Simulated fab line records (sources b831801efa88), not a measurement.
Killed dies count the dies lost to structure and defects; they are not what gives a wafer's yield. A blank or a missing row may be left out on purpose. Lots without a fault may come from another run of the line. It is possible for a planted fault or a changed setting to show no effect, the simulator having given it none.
What tool caused it? | flow sky130 | 24 lots with 72 wafers sampled at 5 steps, on a route of 708 steps

WHAT EACH GAUGE READ, for each wafer
SKY_FIELD_ISO_THK_MEAS_02.
lot  | measured    | on           | FIELD_ISO_OXIDATION_00_THK (nm)
L074 | day 1 11:38 | filmMetro-01 | 11.88 12.02 11.93
L075 | day 1 16:57 | filmMetro-01 | 12.14 12.03 12.12
L076 | day 1 21:38 | filmMetro-01 | 11.73 11.81 11.86
L077 | day 2 02:38 | filmMetro-01 | 12.28 12.14 12.12
L078 | day 2 07:58 | filmMetro-03 | 12.04 12.28 12.15
L079 | day 2 12:38 | filmMetro-02 | 12.00 11.80 11.99
L080 | day 2 18:48 | filmMetro-03 | 12.43 12.61 12.49
L081 | day 2 22:49 | filmMetro-01 | 11.80 12.10 11.97
L082 | day 3 03:39 | filmMetro-03 | 11.79 12.07 12.01
L083 | day 3 08:40 | filmMetro-02 | 12.17 12.37 12.21
L084 | day 3 13:39 | filmMetro-02 | 12.03 11.91 11.75
L085 | day 3 18:38 | filmMetro-01 | 11.95 11.91 11.98
L086 | day 4 00:29 | filmMetro-03 | 11.66 11.81 11.95
L087 | day 4 06:16 | filmMetro-03 | 12.05 12.27 12.01
L088 | day 4 10:39 | filmMetro-02 | 12.49 12.33 12.39
L089 | day 4 15:02 | filmMetro-03 | 12.14 11.92 12.31
L090 | day 4 19:39 | filmMetro-01 | 12.05 12.13 12.23
L091 | day 5 00:38 | filmMetro-03 | 11.86 11.75 11.59
L092 | day 5 06:36 | filmMetro-01 | 12.35 12.25 12.38
L093 | day 5 10:57 | filmMetro-02 | 11.69 11.73 11.79
L094 | day 5 17:47 | filmMetro-02 | 12.24 12.11 12.25
L095 | day 5 20:48 | filmMetro-03 | 11.96 12.01 11.82
L096 | day 6 05:55 | filmMetro-01 | 12.19 12.02 12.26
L097 | day 6 14:23 | filmMetro-02 | 12.23 12.31 12.14

SKY_NWELL_TW_MEAS_15.
lot  | measured     | on           | NWELL_TW
L074 | day 4 11:02  | filmMetro-01 | 1831 1822 1844
L075 | day 4 17:03  | filmMetro-02 | 1807 1804 1818
L076 | day 5 03:03  | filmMetro-04 | 1834 1829 1819
L077 | day 5 03:46  | filmMetro-04 | 1833 1843 1829
L078 | day 5 10:46  | filmMetro-01 | 1833 1819 1822
L079 | day 5 19:28  | filmMetro-01 | 1820 1825 1832
L080 | day 6 01:10  | filmMetro-04 | 1827 1820 1824
L081 | day 6 04:31  | filmMetro-01 | 1822 1829 1819
L082 | day 6 10:46  | filmMetro-01 | 1813 1816 1828
L083 | day 6 18:56  | filmMetro-04 | 1820 1814 1814
L084 | day 6 22:22  | filmMetro-04 | 1814 1834 1812
L085 | day 7 01:39  | filmMetro-01 | 1835 1826 1831
L086 | day 7 08:09  | filmMetro-02 | 1820 1812 1816
L087 | day 7 20:58  | filmMetro-04 | 1824 1822 1827
L088 | day 8 00:24  | filmMetro-02 | 1810 1814 1812
L089 | day 8 06:13  | filmMetro-04 | 1823 1823 1834
L090 | day 8 14:01  | filmMetro-04 | 1825 1824 1827
L091 | day 9 07:53  | filmMetro-04 | 1816 1819 1814
L092 | day 9 07:28  | filmMetro-04 | 1816 1812 1815
L093 | day 9 08:36  | filmMetro-02 | 1807 1819 1809
L094 | day 9 17:31  | filmMetro-04 | 1813 1815 1818
L095 | day 9 17:00  | filmMetro-02 | 1816 1801 1810
L096 | day 10 01:40 | filmMetro-02 | 1816 1807 1808
L097 | day 10 08:28 | filmMetro-02 | 1820 1824 1824

SKY_VIA2_THK_MEAS_01.
lot  | measured     | on           | VIA2_HDPCVD_THK (nm)
L074 | day 34 23:24 | filmMetro-02 | 1189 1189 1160
L075 | day 35 08:45 | filmMetro-02 | 1184 1214 1185
L076 | day 35 19:34 | filmMetro-03 | 1190 1207 1205
L077 | day 35 20:49 | filmMetro-02 | 1212 1211 1179
L078 | day 36 06:11 | filmMetro-02 | 1180 1164 1160
L079 | day 36 19:39 | filmMetro-02 | 1163 1162 1157
L080 | day 36 21:38 | filmMetro-01 | 1166 1162 1182
L081 | day 37 05:28 | filmMetro-03 | 1199 1191 1176
L082 | day 37 08:50 | filmMetro-03 | 1169 1177 1200
L083 | day 38 00:05 | filmMetro-03 | 1180 1159 1174
L084 | day 38 04:52 | filmMetro-01 | 1218 1224 1198
L085 | day 38 05:46 | filmMetro-02 | 1147 1167 1140
L086 | day 38 19:00 | filmMetro-01 | 1193 1174 1168
L087 | day 39 05:29 | filmMetro-01 | 1186 1176 1171
L088 | day 39 09:19 | filmMetro-03 | 1196 1162 1167
L089 | day 41 00:58 | filmMetro-01 | 1181 1157 1169
L090 | day 41 05:29 | filmMetro-01 | 1181 1171 1196
L091 | day 41 09:40 | filmMetro-03 | 1170 1171 1173
L092 | day 41 07:31 | filmMetro-03 | 1168 1168 1182
L093 | day 41 09:37 | filmMetro-02 | 1183 1177 1166
L094 | day 41 11:28 | filmMetro-02 | 1200 1178 1204
L095 | day 41 10:46 | filmMetro-02 | 1161 1178 1186
L096 | day 41 14:07 | filmMetro-03 | 1187 1186 1180
L097 | day 41 21:22 | filmMetro-02 | 1186 1182 1166

WHICH TOOL RAN EACH LOT (tool, then ch and the chambers of the sampled wafers, then the start)
lot  | SKY_LDD_N_STRIP_16                  | SKY_METAL1_SPUTTER_03
L074 | plasmaAsher-02 ch 0,1, day 17 13:33 | pvdSputter-01, day 31 10:47
L075 | plasmaAsher-01 ch 0,1, day 17 20:39 | pvdSputter-04, day 31 21:05
L076 | plasmaAsher-04 ch 0,1, day 18 15:39 | pvdSputter-04, day 32 08:43
L077 | plasmaAsher-04 ch 0,1, day 18 15:21 | pvdSputter-01, day 32 08:58
L078 | plasmaAsher-04 ch 0,1, day 18 22:59 | pvdSputter-03, day 32 17:27
L079 | plasmaAsher-04 ch 0,1, day 19 18:27 | pvdSputter-03, day 33 08:07
L080 | plasmaAsher-01 ch 0,1, day 19 20:17 | pvdSputter-04, day 33 10:51
L081 | plasmaAsher-04 ch 0,1, day 20 04:18 | pvdSputter-04, day 33 18:25
L082 | plasmaAsher-04 ch 0,1, day 20 12:26 | pvdSputter-03, day 33 22:13
L083 | plasmaAsher-01 ch 0,1, day 21 06:11 | pvdSputter-03, day 34 15:06
L084 | plasmaAsher-02 ch 0,1, day 21 08:25 | pvdSputter-01, day 34 19:31
L085 | plasmaAsher-04 ch 1, day 21 13:41   | pvdSputter-01, day 34 21:18
L086 | plasmaAsher-02 ch 0,1, day 22 07:17 | pvdSputter-04, day 35 14:45
L087 | plasmaAsher-04 ch 0,1, day 22 17:00 | pvdSputter-04, day 35 22:19
L088 | plasmaAsher-02 ch 0,1, day 23 00:36 | pvdSputter-01, day 36 04:45
L089 | plasmaAsher-02 ch 0,1, day 25 04:30 | pvdSputter-04, day 37 22:33
L090 | plasmaAsher-04 ch 0,1, day 25 05:47 | pvdSputter-03, day 38 00:20
L091 | plasmaAsher-01 ch 0,1, day 25 07:08 | pvdSputter-03, day 38 04:52
L092 | plasmaAsher-01 ch 0,1, day 25 06:06 | pvdSputter-04, day 38 01:55
L093 | plasmaAsher-04 ch 0,1, day 25 06:24 | pvdSputter-01, day 38 04:27
L094 | plasmaAsher-01 ch 0,1, day 25 13:05 | pvdSputter-03, day 38 07:10
L095 | plasmaAsher-04 ch 0,1, day 25 12:29 | pvdSputter-03, day 38 05:51
L096 | plasmaAsher-01 ch 0,1, day 25 16:08 | pvdSputter-04, day 38 08:41
L097 | plasmaAsher-02 ch 0,1, day 26 06:56 | pvdSputter-03, day 38 17:41
- SKY_LDD_N_STRIP_16: strips in O2/N2.
- SKY_METAL1_SPUTTER_03: material Ti, target thk 5 nm, time 3.3 s.

AS READ BY THE TOOLS THEMSELVES (means over the sampled wafers that have a number; for cases with no such wafer, the mark the record gives instead)
SKY_LDD_N_STRIP_16.
lot  | tool           | chamberPressureMTorr (mTorr) | drypumpMotorCurrentA (A) | oesProductAu (a.u.) | stripTimeToEndpointS (s)
L074 | plasmaAsher-02 | 1499.1                       | 5.73                     | 0.410               | 4.332
L075 | plasmaAsher-01 | 1499.2                       | 5.31                     | 0.408               | 4.323
L076 | plasmaAsher-04 | 1500.0                       | 5.46                     | 0.406               | 4.328
L077 | plasmaAsher-04 | 1500.0                       | 5.48                     | 0.409               | 4.350
L078 | plasmaAsher-04 | 1499.9                       | 5.53                     | 0.403               | 4.319
L079 | plasmaAsher-04 | 1498.9                       | 5.48                     | 0.402               | 4.295
L080 | plasmaAsher-01 | 1500.9                       | 5.31                     | 0.410               | 4.327
L081 | plasmaAsher-04 | 1500.2                       | 5.48                     | 0.409               | 4.317
L082 | plasmaAsher-04 | 1500.5                       | 5.54                     | 0.408               | 4.333
L083 | plasmaAsher-01 | 1499.4                       | 5.29                     | 0.411               | 4.315
L084 | plasmaAsher-02 | 1500.5                       | 5.65                     | 0.413               | 4.320
L085 | plasmaAsher-04 | 1499.9                       | 5.41                     | 0.404               | 4.308
L086 | plasmaAsher-02 | 1497.6                       | 5.73                     | 0.405               | 4.299
L087 | plasmaAsher-04 | 1498.4                       | 5.56                     | 0.408               | 4.318
L088 | plasmaAsher-02 | 1500.9                       | 5.76                     | 0.409               | 4.309
L089 | plasmaAsher-02 | 1500.3                       | 5.64                     | 0.407               | 4.308
L090 | plasmaAsher-04 | 1499.6                       | 5.55                     | 0.406               | 4.326
L091 | plasmaAsher-01 | 1500.1                       | 5.30                     | 0.399               | 4.315
L092 | plasmaAsher-01 | 1499.6                       | 5.32                     | 0.404               | 4.309
L093 | plasmaAsher-04 | 1499.7                       | 5.54                     | 0.409               | 4.332
L094 | plasmaAsher-01 | 1499.4                       | 5.33                     | 0.404               | 4.318
L095 | plasmaAsher-04 | 1501.0                       | 5.49                     | 0.409               | 4.334
L096 | plasmaAsher-01 | 1500.0                       | 5.25                     | 0.406               | 4.307
L097 | plasmaAsher-02 | 1500.9                       | 5.74                     | 0.410               | 4.330

SKY_METAL1_SPUTTER_03.
lot  | tool          | throttleValvePct (%)
L074 | pvdSputter-01 | 29.4
L075 | pvdSputter-04 | 30.2
L076 | pvdSputter-04 | 29.3
L077 | pvdSputter-01 | 30.5
L078 | pvdSputter-03 | 30.8
L079 | pvdSputter-03 | 30.2
L080 | pvdSputter-04 | 30.2
L081 | pvdSputter-04 | 30.3
L082 | pvdSputter-03 | 30.2
L083 | pvdSputter-03 | 29.1
L084 | pvdSputter-01 | 30.5
L085 | pvdSputter-01 | 29.2
L086 | pvdSputter-04 | 30.3
L087 | pvdSputter-04 | 30.1
L088 | pvdSputter-01 | 30.9
L089 | pvdSputter-04 | 29.1
L090 | pvdSputter-03 | 29.8
L091 | pvdSputter-03 | 29.0
L092 | pvdSputter-04 | 30.2
L093 | pvdSputter-01 | 29.4
L094 | pvdSputter-03 | 30.6
L095 | pvdSputter-03 | 29.2
L096 | pvdSputter-04 | 30.0
L097 | pvdSputter-03 | 30.2

THE ANSWER, worked out from the rows above alone
Rule: the usual values come from the lots themselves. Put in order of their means at a reading, lots are off if they are a third of the lots or fewer, leave a main group of 4 or more, and stand apart from it by a gap of 3 or more times the standard deviation of the main group's means; of several such gaps the widest counts. Not used: any main group whose means are identical at the precision the tables above print for the reading. A lot without any number at a reading at which 4 lots or more have one is off too. All remaining lots with rows at the step are treated as sound. First the gauges in route order, then the tools' own readings, where a lot's mean is used as printed above. At the first step where some lot is off, the reading lying furthest off is the one used; lots without a number count as furthest.
Nothing can be told from this: no lot is off at any reading shown.

WHAT THE SIMULATOR PUT IN
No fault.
